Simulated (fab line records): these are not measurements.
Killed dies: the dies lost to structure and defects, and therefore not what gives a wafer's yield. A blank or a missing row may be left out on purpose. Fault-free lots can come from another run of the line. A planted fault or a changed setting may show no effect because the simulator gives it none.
fab line records	flow sky130
record lots=10	wafers=30	lastDay=50
route steps=708 shown METAL2@501 METAL3@566 VIA3@576 PAD_OPEN@708
lots that met no fault: taken from a fault-free run of the same line
startH: hours from the record's opening day to when the first of the lot's shown wafers began	waitH: how many hours have passed since the lot's step before this one	" the same as in the row above	L1.1+2: a single row standing in for several wafers	- value missing, or start not given	* or withheld: withheld	< > ~ a bound
route shown NAME@n: NAME is a module with steps in the file, n the number in the route of the first one	usual: mean and standard deviation over wafers with no fault	same: alike in all rows	chamber/n: place in a boat	sites: readings site by site	_std_site: their standard deviation	_edge_site: outer sites' mean less inner sites'	radiusMm: for every site, how far away it sits from the centre of the wafer	mask NAME#n: copy n	behind: the most recent tool/chamber to have shaped the wafer	hold: why the lot was held/for how many hours/how that ended	device: whichever transistor did not switch (one of n, p or np)	end of line: at the end of the route, the tests of the same wafers	where a step has no rows: the recipe by itself	killed: dies lost to structure and defects at the first sort, not the wafer's yield	map: a wafer's dies, x killed, . not, _ none there
set.NAME: the run value of the setting; set.NAME@STEP: its run value at that earlier step	model.NAME: the simulator's own value behind a step, which no gauge read
steps of the route over a sample of lots; a table a step, a row a wafer
services: the hour from which a tool's chamber was out of use, counted from the record's first day as startH (under 0 if before that day), plus the number of hours and why
## steps
# step SKY_METAL2_ETCH_18
# recipe chemistry=N2/H2	target=BARC	ionEnergyEv=200	biasW=100	pressureMtorr=30	n2FlowSccm=100	h2FlowSccm=200	icpW=500	stopOn=SiO2	timeS=45.9	targetDepthA=600
# usual biasW=100.0/0.32	chamberPressureMTorr=29.998/0.027	drypumpMotorCurrentA=5.72/0.23	oesProductAu=0.855/0.0045	throttleValvePct=13.225/0.009
lot.wafer	tool	chamber	startH	waitH	biasW	chamberPressureMTorr	drypumpMotorCurrentA	oesProductAu	rfHoursCounterH	throttleValvePct
L823.1	rieMetal-04	0	828.35	0.0	99.9	30.008	6.15	0.861	9	13.225
L823.4	"	0	"	"	99.9	29.973	6.16	0.867	-	13.219
L823.5	"	0	"	"	100.0	29.976	6.16	0.859	-	13.243
L824.1	rieMetal-03	0	847.00	0.0	100.5	29.991	5.38	0.858	13	13.211
L824.2	"	1	"	"	99.9	29.998	5.78	0.855	14	13.229
L824.3	"	1	"	"	100.2	30.007	5.77	0.848	-	13.244
L825.1	rieMetal-03	1	855.16	0.0	99.9	29.953	5.75	0.859	14	13.223
L825.3	"	1	"	"	99.8	29.954	5.79	0.858	-	13.215
L825.6	"	0	"	"	100.0	29.983	5.37	0.853	-	13.232
L829.1	rieMetal-04	1	875.49	0.0	100.1	29.995	5.59	0.856	7	13.230
L829.2	"	0	"	"	99.9	30.005	6.17	0.855	11	13.233
L829.3	"	0	"	"	100.1	30.033	6.20	0.853	-	13.227
L831.2	rieMetal-04	1	899.39	0.0	100.3	30.018	5.60	0.860	8	13.211
L831.4	"	1	"	"	100.2	29.962	5.57	0.852	-	13.215
L831.5	"	0	"	"	99.9	29.958	6.20	0.852	-	13.230
L832.3	rieMetal-03	0	900.43	0.0	100.1	29.998	5.41	0.854	-	13.232
L832.4	"	1	"	"	100.1	30.027	5.79	0.865	-	13.245
L832.5	"	0	"	"	100.0	30.034	5.38	0.856	-	13.228
L838.1	rieMetal-01	1	938.95	0.0	100.3	29.949	5.76	0.859	6	13.215
L838.3	"	0	"	"	100.1	29.957	5.71	0.856	-	13.231
L838.5	"	1	"	"	100.1	29.980	5.74	0.849	-	13.228
L839.2	rieMetal-01	0	951.44	0.0	99.5	29.983	5.71	0.847	9	13.219
L839.3	"	1	"	"	100.2	29.975	5.75	0.859	-	13.218
L839.4	"	0	"	"	100.0	30.022	5.73	0.851	-	13.202
L841.1	rieMetal-01	0	983.15	0.0	100.0	30.015	5.74	0.858	11	13.221
L841.4	"	1	"	"	99.3	30.025	5.77	0.848	-	13.217
L841.5	"	1	"	"	99.6	30.035	5.76	0.861	-	13.214
L844.2	rieMetal-04	1	987.35	0.0	99.7	29.981	5.54	0.849	12	13.223
L844.3	"	0	"	"	100.3	29.996	6.17	0.854	-	13.234
L844.5	"	0	"	"	100.1	30.016	6.19	0.849	-	13.225
# step SKY_METAL3_ETCH_16
# recipe chemistry=N2/H2	target=BARC	ionEnergyEv=200	biasW=100	pressureMtorr=30	n2FlowSccm=100	h2FlowSccm=200	icpW=500	stopOn=SiO2	timeS=88.2	targetDepthA=600
# usual biasW=99.96/0.26	chamberPressureMTorr=30.001/0.026	drypumpMotorCurrentA=5.81/0.2	oesProductAu=0.626/0.0046	throttleValvePct=13.205/0.011
lot.wafer	tool	chamber	startH	waitH	biasW	chamberPressureMTorr	drypumpMotorCurrentA	oesProductAu	rfHoursCounterH	throttleValvePct
L823.1	rieMetal-04	1	909.09	0.0	99.89	30.043	5.56	0.629	8	13.182
L823.4	"	0	"	"	99.90	30.045	6.19	0.623	-	13.218
L823.5	"	0	"	"	100.16	29.962	6.20	0.630	-	13.197
L824.1	rieMetal-01	0	926.09	0.0	99.55	29.949	5.70	0.632	8	13.213
L824.2	"	1	"	"	100.09	30.024	5.77	0.632	5	13.225
L824.3	"	0	"	"	99.42	29.994	5.70	0.617	-	13.207
L825.1	rieMetal-01	1	934.55	0.0	100.03	29.984	5.79	0.625	6	13.206
L825.3	"	0	"	"	99.44	30.013	5.70	0.625	-	13.204
L825.6	"	1	"	"	100.23	29.998	5.75	0.624	-	13.208
L829.1	rieMetal-01	0	954.00	0.0	100.37	29.996	5.71	0.630	9	13.222
L829.2	"	1	"	"	99.74	30.004	5.75	0.623	7	13.185
L829.3	"	1	"	"	99.70	30.015	5.77	0.628	-	13.196
L831.2	rieMetal-01	0	976.20	0.0	-	-	-	-	-	-
L831.4	"	0	"	"	-	-	-	-	-	-
L831.5	"	1	"	"	-	-	-	-	-	-
L832.3	rieMetal-01	1	977.63	0.0	-	-	-	-	-	-
L832.4	"	0	"	"	-	-	-	-	-	-
L832.5	"	0	"	"	-	-	-	-	-	-
L838.1	rieMetal-02	1	1014.50	0.0	100.10	29.961	6.12	0.621	20	13.192
L838.3	"	0	"	"	100.04	30.001	5.65	0.625	-	13.214
L838.5	"	0	"	"	100.28	30.016	5.68	0.629	-	13.180
L839.2	rieMetal-01	0	1025.89	0.0	99.88	29.984	5.66	0.616	13	13.194
L839.3	"	0	"	"	100.04	30.011	5.70	0.626	-	13.207
L839.4	"	1	"	"	100.24	30.056	5.77	0.624	-	13.201
L841.1	rieMetal-02	0	1054.94	0.0	99.67	30.028	5.68	0.624	9	13.208
L841.4	"	0	"	"	100.18	30.028	5.68	0.621	-	13.192
L841.5	"	0	"	"	99.85	30.025	5.68	0.635	-	13.204
L844.2	rieMetal-02	1	1058.40	0.0	100.09	29.996	6.14	0.627	1	13.202
L844.3	"	1	"	"	100.02	30.046	6.06	0.623	-	13.198
L844.5	"	1	"	"	100.45	30.019	6.07	0.625	-	13.191
# step SKY_METAL3_ETCH_17
# recipe target=SiO2	stopOn=TiN	chemistry=C4F8/O2/Ar	sourceW=1500	biasW=1200	pressureMtorr=40	c4f8FlowSccm=withheld	O2_flow_sccm=6	Ar_flow_sccm=300	timeS=3.9	targetDepthA=150
# usual biasW=1200/3.4	chamberPressureMTorr=40.00/0.033	oesProductAu=0.756/0.0072
lot.wafer	tool	chamber	startH	waitH	biasW	chamberPressureMTorr	oesProductAu	rfHoursCounterH
L823.1	rieDiel-02	2	909.19	0.1	1201	40.02	0.771	9
L823.4	"	1	"	"	1202	39.96	0.744	6
L823.5	"	1	"	"	1205	40.01	0.755	-
L824.1	rieDiel-04	3	926.19	0.1	1199	39.98	0.745	19
L824.2	"	1	"	"	1196	39.96	0.745	10
L824.3	"	0	"	"	1200	39.96	0.752	19
L825.1	rieDiel-04	0	934.65	0.1	1197	40.02	0.767	19
L825.3	"	1	"	"	1203	39.96	0.756	10
L825.6	"	1	"	"	1198	40.04	0.762	-
L829.1	rieDiel-02	1	954.10	0.1	1197	39.99	0.757	7
L829.2	"	0	"	"	1201	39.95	0.756	9
L829.3	"	2	"	"	1205	39.99	0.752	11
L831.2	rieDiel-01	0	976.30	0.1	1197	39.96	0.374	10
L831.4	"	2	"	"	1198	40.02	0.374	14
L831.5	"	1	"	"	1197	40.01	0.377	-
L832.3	rieDiel-02	1	977.70	0.0	1200	39.99	0.370	8
L832.4	"	0	"	"	1200	39.95	0.377	9
L832.5	"	1	"	"	1205	40.01	0.373	-
L838.1	rieDiel-01	2	1014.60	0.1	1202	39.96	0.756	15
L838.3	"	1	"	"	1199	40.04	0.766	7
L838.5	"	1	"	"	1203	40.05	0.755	-
L839.2	rieDiel-02	3	1025.99	0.1	1201	39.99	0.756	16
L839.3	"	0	"	"	1200	39.98	0.754	11
L839.4	"	1	"	"	1199	40.02	0.750	9
L841.1	rieDiel-04	0	1055.04	0.1	1203	40.01	0.745	23
L841.4	"	0	"	"	1198	39.99	0.757	-
L841.5	"	1	"	"	1194	39.95	0.750	-
L844.2	rieDiel-01	1	1058.50	0.1	1199	39.98	0.760	9
L844.3	"	3	"	"	1199	40.02	0.764	4
L844.5	"	2	"	"	1203	39.98	0.753	-
# step SKY_METAL3_STRIP_19
# recipe chemistry=O2/N2	powerW=1400	pressureMtorr=1500	platenTempC=withheld	o2FlowSccm=3000	n2FlowSccm=300	overashFraction=0.5
# usual drypumpMotorCurrentA=5.7/0.6	oesProductAu=0.504/0.0053	stripTimeToEndpointS=6.58/0.074
lot.wafer	tool	chamber	startH	waitH	drypumpMotorCurrentA	oesProductAu	rfHoursCounterH	stripTimeToEndpointS
L823.1	plasmaAsher-04	1	909.38	0.1	5.4	0.505	108	6.53
L823.4	"	0	"	"	6.6	0.507	-	6.50
L823.5	"	0	"	"	6.6	0.503	-	6.53
L824.1	plasmaAsher-04	1	926.38	0.1	5.4	0.500	110	6.58
L824.2	"	0	"	"	6.6	0.497	110	6.48
L824.3	"	1	"	"	5.4	0.504	-	6.55
L825.1	plasmaAsher-03	1	934.85	0.1	5.1	0.508	76	6.57
L825.3	"	1	"	"	5.1	0.503	-	6.66
L825.6	"	0	"	"	6.1	0.502	-	6.54
L829.1	plasmaAsher-03	0	954.29	0.1	6.1	0.505	78	6.61
L829.2	"	1	"	"	5.1	0.494	78	6.45
L829.3	"	1	"	"	5.1	0.501	-	6.58
L831.2	plasmaAsher-04	0	976.49	0.1	6.6	0.512	115	7.01
L831.4	"	1	"	"	5.4	0.522	-	7.03
L831.5	"	1	"	"	5.4	0.516	-	7.13
L832.3	plasmaAsher-03	1	977.93	0.1	5.1	0.532	-	7.12
L832.4	"	0	"	"	6.1	0.517	-	7.09
L832.5	"	0	"	"	6.1	0.522	-	7.06
L838.1	plasmaAsher-03	0	1014.80	0.1	6.1	0.514	84	6.59
L838.3	"	1	"	"	5.1	0.503	-	6.61
L838.5	"	0	"	"	6.1	0.499	-	6.52
L839.2	plasmaAsher-03	1	1026.19	0.1	5.1	0.504	85	6.54
L839.3	"	0	"	"	6.1	0.504	-	6.64
L839.4	"	1	"	"	5.1	0.503	-	6.57
L841.1	plasmaAsher-04	0	1055.24	0.1	6.6	0.517	123	6.77
L841.4	"	1	"	"	5.4	0.507	-	6.71
L841.5	"	0	"	"	6.6	0.508	-	6.72
L844.2	plasmaAsher-01	1	1058.70	0.1	5.0	0.490	62	6.49
L844.3	"	1	"	"	5.0	0.505	-	6.57
L844.5	"	0	"	"	5.7	0.498	-	6.51
# step SKY_VIA3_BOW_MEAS_03
# recipe mode=bow
# usual VIA3_BOW=79/7.8
lot.wafer	tool	chamber	startH	waitH	VIA3_BOW[um]
L823.1	filmMetro-01	-	910.52	0.1	81
L823.4	"	-	"	"	88
L823.5	"	-	"	"	85
L824.1	filmMetro-01	-	927.50	0.1	78
L824.2	"	-	"	"	81
L824.3	"	-	"	"	83
L825.1	filmMetro-03	-	935.97	0.2	83
L825.3	"	-	"	"	81
L825.6	"	-	"	"	79
L829.1	filmMetro-01	-	955.96	0.1	85
L829.2	"	-	"	"	80
L829.3	"	-	"	"	84
L838.1	filmMetro-01	-	1015.92	0.1	73
L838.3	"	-	"	"	61
L838.5	"	-	"	"	79
L839.2	filmMetro-02	-	1027.37	0.3	73
L839.3	"	-	"	"	86
L839.4	"	-	"	"	77
L841.1	filmMetro-02	-	1056.36	0.1	85
L841.4	"	-	"	"	77
L841.5	"	-	"	"	82
L844.2	filmMetro-03	-	1060.26	0.2	86
L844.3	"	-	"	"	89
L844.5	"	-	"	"	91
# step SKY_VIA3_ETCH_15
# recipe target=SiO2	chemistry=C4F8/O2/Ar	targetDepthNm=507	stopOn=TiN	maskMaterial=KrF-thick	sourceW=1500	biasW=1200	pressureMtorr=40	c4f8FlowSccm=withheld	O2_flow_sccm=6	Ar_flow_sccm=300	timeS=78
# usual biasW=1200/3.9	chamberPressureMTorr=40.00/0.041	oesProductAu=0.946/0.005
lot.wafer	tool	chamber	startH	waitH	biasW	chamberPressureMTorr	oesProductAu	rfHoursCounterH
L823.1	rieDiel-03	1	935.52	0.0	1200	39.99	0.946	12
L823.4	"	3	"	"	1205	40.03	0.944	18
L823.5	"	0	"	"	1204	40.02	0.933	-
L824.1	rieDiel-02	0	951.80	0.0	1201	40.07	0.949	9
L824.2	"	3	"	"	1203	39.98	0.946	14
L824.3	"	1	"	"	1195	39.98	0.947	7
L825.1	rieDiel-02	1	960.83	0.0	1203	39.99	0.953	7
L825.3	"	0	"	"	1200	40.09	0.944	9
L825.6	"	0	"	"	1200	40.01	0.948	-
L829.1	rieDiel-01	2	980.34	0.0	1195	39.98	0.955	14
L829.2	"	0	"	"	1200	40.00	0.945	10
L829.3	"	3	"	"	1198	40.04	0.946	2
L838.1	rieDiel-03	2	1038.42	0.0	1206	40.01	0.942	14
L838.3	"	1	"	"	1208	40.01	0.950	15
L838.5	"	3	"	"	1202	40.00	0.942	-
L839.2	rieDiel-02	3	1049.74	0.0	1197	40.03	0.948	17
L839.3	"	0	"	"	1198	39.97	0.940	12
L839.4	"	1	"	"	1199	40.11	0.945	10
L841.1	rieDiel-03	1	1077.21	0.0	1211	40.03	0.943	16
L841.4	"	1	"	"	1205	40.03	0.944	-
L841.5	"	2	"	"	1200	39.95	0.944	-
L844.2	rieDiel-01	0	1081.00	0.0	1197	39.97	0.949	13
L844.3	"	2	"	"	1202	40.01	0.944	18
L844.5	"	0	"	"	1193	40.03	0.942	-
# step SKY_PAD_OPEN_PROBE_99
# usual defectLimitedYield=82.5/1.9	killed_at_M0_to_M3=43/6.6	killed_at_M4_up=3.0/1.8	killedAtContacts=24/5.1	killedAtFrontEnd=16/4.5	killedAtOther=0.3/0.67	killedDies=86/9.3	killedOnRim=17/3.8	killedOpen=47/6.9	killedShort=39/6.6	sort_bin_3_pad_short=0.9/0.41	sort_bin_5_function=10.4/1.4	sort_bin_6_memory=6.2/1.1	sortNPass=406/9.3	sortYieldPct=82.5/1.9
# same grossDies=492	killedAtBackSide=0	sort_bin_4_leakage[%]=0	sort_bin_8_speed[%]=0
lot.wafer	tool	chamber	startH	waitH	defectLimitedYield[%]	killed_at_M0_to_M3	killed_at_M4_up	killedAtContacts	killedAtFrontEnd	killedAtOther	killedDies	killedOnRim	killedOpen	killedShort	sort_bin_3_pad_short[%]	sort_bin_5_function[%]	sort_bin_6_memory[%]	sortNPass	sortYieldPct[%]
L824.1	prober-01	-	1095.39	0.1	83.9	34	2	24	18	1	79	13	48	31	0.2	9.8	6.1	413	83.9
L824.2	prober-01	-	1095.44	0.1	82.3	50	0	23	12	2	87	16	49	35	1.0	10.4	6.3	405	82.3
L824.3	prober-01	-	1095.49	0.2	80.7	43	6	25	20	1	95	18	54	39	0.8	12.0	6.5	397	80.7
L825.1	prober-02	-	1103.62	0.1	82.9	39	6	24	14	1	84	12	42	41	0.6	9.1	7.3	408	82.9
L825.3	prober-02	-	1103.72	0.2	84.3	40	6	17	14	0	77	18	41	35	0.8	8.7	6.1	415	84.3
L825.6	prober-02	-	1103.87	0.2	81.9	32	2	29	22	4	89	22	43	43	1.4	8.5	8.1	403	81.9
L829.1	prober-02	-	1118.59	0.1	85.2	34	6	18	15	0	73	8	37	36	1.2	9.1	4.5	419	85.2
L829.2	prober-02	-	1118.64	0.1	79.5	38	5	33	25	0	101	14	47	54	1.0	12.0	7.5	391	79.5
L829.3	prober-02	-	1118.69	0.2	82.9	52	1	20	11	0	84	22	39	45	1.0	10.2	5.9	408	82.9
L831.2	prober-02	-	1134.74	0.1	0	453	1	20	18	0	492	96	36	40	1.6	92.9	5.5	0	0
L831.4	prober-02	-	1134.84	0.2	0	448	7	23	14	0	492	96	39	31	0	94.7	5.3	0	0
L831.5	prober-02	-	1134.89	0.2	0	447	3	25	17	0	492	96	57	39	1.0	93.3	5.7	0	0
L832.3	prober-01	-	1137.45	0.2	0	457	2	20	13	0	492	96	49	40	1.6	91.3	7.1	0	0
L832.4	prober-01	-	1137.50	0.2	0	457	2	23	10	0	492	96	48	31	0.4	92.9	6.7	0	0
L838.1	prober-01	-	1167.04	0.1	83.3	32	6	23	21	0	82	13	43	37	1.6	10.2	4.9	410	83.3
L838.3	prober-01	-	1167.14	0.2	81.9	40	5	26	17	1	89	20	58	29	0.8	10.4	6.9	403	81.9
L838.5	prober-01	-	1167.24	0.2	80.1	39	4	39	15	1	98	21	59	37	0.4	11.6	7.9	394	80.1
L839.2	prober-02	-	1175.03	0.1	79.3	57	4	26	15	0	102	23	53	49	0.6	13.6	6.5	390	79.3
L839.3	prober-02	-	1175.08	0.2	83.1	31	5	25	22	0	83	16	38	45	0.2	10.8	5.9	409	83.1
L839.4	prober-02	-	1175.13	0.2	86.4	34	3	23	7	0	67	16	34	33	1.4	8.9	3.3	425	86.4
# killed by level:class
L824.1 CONTACT:geometricParticle:open=13 VIA1:geometricParticle:open=8 POLY_GATE:geometricParticle:open=6 VIA2:geometricParticle:open=6 METAL1:geometricParticle:short=5 FIELD_ISO:geometricParticle:short=4 LI_CONTACT:geometricParticle:open=4 VIA3:geometricParticle:open=4
L824.2 VIA1:geometricParticle:open=14 CONTACT:geometricParticle:open=10 VIA2:geometricParticle:open=9 LI_CONTACT:geometricParticle:open=7 METAL1:geometricParticle:short=7 VIA1:geometricParticle:short=6 VIA3:geometricParticle:open=5 FIELD_ISO:geometricParticle:short=4
L824.3 CONTACT:geometricParticle:open=10 VIA1:geometricParticle:open=10 CONTACT:geometricParticle:short=8 METAL1:geometricParticle:short=8 POLY_GATE:geometricParticle:open=7 FIELD_ISO:geometricParticle:open=6 VIA3:geometricParticle:open=6 METAL4:geometricParticle:short=5
L825.1 LI_CONTACT:geometricParticle:open=9 VIA1:geometricParticle:open=9 CONTACT:geometricParticle:open=7 METAL2:geometricParticle:short=7 METAL4:geometricParticle:short=5 POLY_GATE:geometricParticle:open=4 POLY_GATE:geometricParticle:short=4 METAL1:geometricParticle:short=4
L825.3 VIA1:geometricParticle:open=10 METAL1:geometricParticle:short=8 CONTACT:geometricParticle:open=8 FIELD_ISO:geometricParticle:short=7 VIA3:geometricParticle:open=5 POLY_GATE:geometricParticle:open=4 LOCAL_INTERCONNECT:geometricParticle:short=4 VIA2:geometricParticle:open=4
L825.6 LI_CONTACT:geometricParticle:open=8 CONTACT:geometricParticle:open=8 LOCAL_INTERCONNECT:geometricParticle:short=7 FIELD_ISO:geometricParticle:open=6 FIELD_ISO:geometricParticle:short=6 VIA2:geometricParticle:short=6 CONTACT:geometricParticle:short=5 POLY_GATE:geometricParticle:open=4
L829.1 VIA1:geometricParticle:open=7 CONTACT:geometricParticle:open=6 VIA3:geometricParticle:short=6 FIELD_ISO:geometricParticle:short=5 VIA2:geometricParticle:open=5 METAL4:geometricParticle:short=5 FIELD_ISO:geometricParticle:open=4 LI_CONTACT:geometricParticle:short=4
L829.2 CONTACT:geometricParticle:open=11 LI_CONTACT:geometricParticle:open=8 CONTACT:geometricParticle:short=7 METAL2:geometricParticle:short=7 FIELD_ISO:geometricParticle:open=6 POLY_GATE:geometricParticle:short=6 VIA1:geometricParticle:short=6 VIA2:geometricParticle:open=6
L829.3 VIA1:geometricParticle:open=10 CONTACT:geometricParticle:short=6 VIA2:geometricParticle:open=6 VIA1:geometricParticle:short=6 METAL2:geometricParticle:short=6 METAL3:geometricParticle:short=6 VIA3:geometricParticle:open=5 LI_CONTACT:geometricParticle:open=4
L831.2 METAL3:areaEtch=415 CONTACT:geometricParticle:open=8 VIA1:geometricParticle:open=7 POLY_GATE:geometricParticle:short=6 LI_CONTACT:geometricParticle:open=5 METAL1:geometricParticle:short=5 VIA3:geometricParticle:open=5 FIELD_ISO:geometricParticle:short=4
L831.4 METAL3:areaEtch=422 VIA1:geometricParticle:open=10 CONTACT:geometricParticle:open=9 FIELD_ISO:geometricParticle:open=6 LI_CONTACT:geometricParticle:open=6 METAL2:geometricParticle:short=5 CONTACT:geometricParticle:short=4 METAL1:geometricParticle:short=4
L831.5 METAL3:areaEtch=395 VIA1:geometricParticle:open=17 CONTACT:geometricParticle:open=8 VIA2:geometricParticle:open=8 VIA3:geometricParticle:open=7 LI_CONTACT:geometricParticle:open=5 CONTACT:geometricParticle:short=5 VIA1:geometricParticle:short=5
L832.3 METAL3:areaEtch=403 CONTACT:geometricParticle:open=12 VIA1:geometricParticle:open=11 VIA2:geometricParticle:open=11 METAL2:geometricParticle:short=8 VIA1:geometricParticle:short=7 VIA3:geometricParticle:open=6 FIELD_ISO:geometricParticle:short=4
L832.4 METAL3:areaEtch=413 CONTACT:geometricParticle:open=11 VIA1:geometricParticle:open=10 METAL2:geometricParticle:short=9 VIA2:geometricParticle:open=9 LI_CONTACT:geometricParticle:open=7 FIELD_ISO:geometricParticle:open=3 LI_CONTACT:geometricParticle:short=3
L838.1 POLY_GATE:geometricParticle:short=8 LI_CONTACT:geometricParticle:open=8 CONTACT:geometricParticle:open=7 METAL1:geometricParticle:short=7 POLY_GATE:geometricParticle:open=6 VIA1:geometricParticle:open=6 VIA2:geometricParticle:open=6 FIELD_ISO:geometricParticle:open=5
L838.3 VIA1:geometricParticle:open=13 CONTACT:geometricParticle:open=11 FIELD_ISO:geometricParticle:open=8 LI_CONTACT:geometricParticle:open=7 VIA2:geometricParticle:open=7 VIA3:geometricParticle:open=5 FIELD_ISO:geometricParticle:short=4 LOCAL_INTERCONNECT:geometricParticle:short=4
L838.5 LI_CONTACT:geometricParticle:open=15 CONTACT:geometricParticle:open=12 VIA1:geometricParticle:open=9 LOCAL_INTERCONNECT:geometricParticle:short=6 METAL2:geometricParticle:short=6 FIELD_ISO:geometricParticle:open=5 VIA1:geometricParticle:short=5 VIA2:geometricParticle:open=5
L839.2 VIA1:geometricParticle:open=16 CONTACT:geometricParticle:open=9 VIA3:geometricParticle:open=8 METAL1:geometricParticle:short=7 METAL2:geometricParticle:short=6 LI_CONTACT:geometricParticle:open=5 CONTACT:geometricParticle:short=5 METAL3:geometricParticle:short=5
L839.3 POLY_GATE:geometricParticle:short=8 VIA1:geometricParticle:open=8 LI_CONTACT:geometricParticle:open=7 CONTACT:geometricParticle:short=5 CONTACT:geometricParticle:open=5 METAL1:geometricParticle:short=5 FIELD_ISO:geometricParticle:short=4 LI_CONTACT:geometricParticle:short=4
L839.4 LI_CONTACT:geometricParticle:open=7 CONTACT:geometricParticle:short=6 VIA2:geometricParticle:open=6 LOCAL_INTERCONNECT:geometricParticle:short=5 VIA3:geometricParticle:open=5 METAL1:geometricParticle:short=5 VIA1:geometricParticle:open=5 CONTACT:geometricParticle:open=4
## services
tool	chamber	startH	hours	kind
plasmaAsher-03	-	816.28	0.7	repair
rieDiel-03	1	816.81	5.8	repair
rieDiel-01	-	825.19	2.8	pm
rieDiel-02	-	826.96	4.3	pm
rieMetal-01	0	831.71	6.1	repair
rieDiel-04	2	847.22	3.9	repair
rieMetal-01	0	850.89	8.2	repair
rieDiel-04	2	879.70	11.7	repair
rieMetal-01	-	899.43	1.2	repair
plasmaAsher-03	-	899.60	15.6	pm
rieDiel-01	3	899.82	6.1	repair
rieDiel-02	2	903.09	1.9	repair
plasmaAsher-04	-	903.55	5.6	repair
plasmaAsher-03	-	921.94	0.9	repair
rieMetal-01	-	923.78	1.2	repair
plasmaAsher-03	-	925.26	8.4	repair
rieDiel-01	-	963.08	0.8	repair
rieMetal-04	-	981.72	2.8	pm
plasmaAsher-04	-	983.88	2.8	pm
rieMetal-04	0	990.01	12.4	repair
plasmaAsher-04	-	1055.34	9.0	pm
rieMetal-04	-	1057.63	4.3	pm
rieMetal-04	-	1071.27	1.4	pm
rieDiel-02	2	1078.31	14.8	repair
## key
firstSign step=SKY_METAL3_ETCH_16	reading=toolRecord	direction=missing
effect step=SKY_METAL3_ETCH_17	reading=oesProductAu	direction=down	sigmas=53	usual=0.756	struck=0.374
effect step=SKY_METAL3_STRIP_19	reading=stripTimeToEndpointS	direction=up	sigmas=6.7	usual=*	struck=*
effect step=SKY_PAD_OPEN_PROBE_99	reading=killed_at_M0_to_M3	direction=up	sigmas=62	usual=43	struck=452
moreKillsBornAt SKY_METAL3_ETCH_16@rieMetal-01=2048
metAt SKY_METAL3_ETCH_16
struckLots L831,L832
laterRowsLeftOut L831.2,L831.4,L831.5,L832.3,L832.4,L832.5
notActingAt SKY_METAL2_ETCH_18,SKY_VIA3_BOW_MEAS_03,SKY_VIA3_ETCH_15
onsetBetween 954.00 976.20
fault kind=skippedStepWhole	tool=rieMetal-01	chamber=-	onsetH=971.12	steps=SKY_METAL3_ETCH_16	scope=struckLotsOnly
# laterRowsLeftOut: the simulator's readings of these wafers behind a module that went badly wrong aren't trusted and aren't shown, but for the sort
